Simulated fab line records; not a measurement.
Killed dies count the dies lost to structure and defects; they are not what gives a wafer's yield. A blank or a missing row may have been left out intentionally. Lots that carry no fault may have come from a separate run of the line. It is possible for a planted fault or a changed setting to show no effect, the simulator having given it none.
One fault through the eyes of 2 desks    flow sky130    only its own numbers are on each desk; what lay behind them is given at the end

TOOL OWNER'S DESK, implanter-03
The tool's own readings at SKY_LDD_N_IMPLANT_15, given as means over the sampled wafers that have a number, one for each lot that went through this tool. Marked OUT: a lot whose mean sits more than 4 standard deviations from the usual mean, which makes it out of limits; the brackets give that distance.
Columns: A = beam_on_s at SKY_LDD_N_IMPLANT_15, usual 10.00 s; B = dose_ions_cm2 at SKY_LDD_N_IMPLANT_15, usual 4.999e+12; C = faraday_current_uA at SKY_LDD_N_IMPLANT_15, usual 28.2; D = rotation_deg at SKY_LDD_N_IMPLANT_15, usual 270.00 degrees
lot   first seen here  A      B                            C               D
L463  day 18 22:35     10.08  5.002e+12                    28.0            269.96
L466  day 20 06:20     9.97   4.996e+12                    28.4            270.03
L468  day 20 20:58     10.09  4.998e+12                    28.0            270.02
L477  day 24 23:48     10.11  8.716e+12 (+99 or more) OUT  48.8 (+34) OUT  269.97
L478  day 25 03:08     10.06  8.722e+12 (+99 or more) OUT  48.9 (+35) OUT  270.01
This desk's verdict: out of limits on L477, L478, starting with L477 at day 24 23:48 (dose_ions_cm2 at SKY_LDD_N_IMPLANT_15). In limits: L463, L466, L468.

FROM THE METROLOGY DESK
What the gauges read, lot by lot, whatever tool the lot ran on: means of the sampled wafers that have a number. Marked OUT: a lot whose mean sits more than 4 standard deviations from the usual mean, which makes it out of limits; the brackets give that distance.
Columns: A = SONOS_ONO_OVL at SKY_SONOS_ONO_OVL_MEAS_14, usual 0.3 nm; B = LDD_HVN_OVL at SKY_LDD_HVN_OVL_MEAS_07, usual 0.5 nm
lot   first seen here  A     B
L459  day 12 08:19     0.1   0.5
L460  day 12 16:43     -0.2  0.5
L461  day 12 18:18     -0.8  -0.8
L462  day 13 10:19     0.9   1.0
L463  day 13 18:52     0.4   1.0
L464  day 14 04:46     -1.5  0.5
L465  day 14 10:29     -1.4  2.2
L466  day 14 18:28     2.1   -1.1
L467  day 14 21:56     1.7   0.1
L468  day 15 09:37     0.5   1.5
L477  day 19 12:54     0.9   -0.7
L478  day 19 17:06     1.6   0.2
L481  day 20 11:04     1.0   1.0
Finding of this desk: none of the 13 lots has anything out of limits.

PUT TOGETHER
The tool owner's desk could have raised an alarm at day 24 23:48, on L477, L478.
The metrology desk saw nothing out of limits.
The metrology desk has L477, L478 on record, within its limits.
SKY_LDD_N_IMPLANT_15 was run on implanter-03 by each of the lots named.

WHAT THE SIMULATOR HAD INSERTED
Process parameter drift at SKY_LDD_N_IMPLANT_15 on implanter-03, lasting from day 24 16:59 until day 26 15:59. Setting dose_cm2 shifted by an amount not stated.
Shown lots that were struck: L477, L478.
How many hours passed from the start of the fault until each desk's first out-of-limits reading: the tool owner's desk, 7.
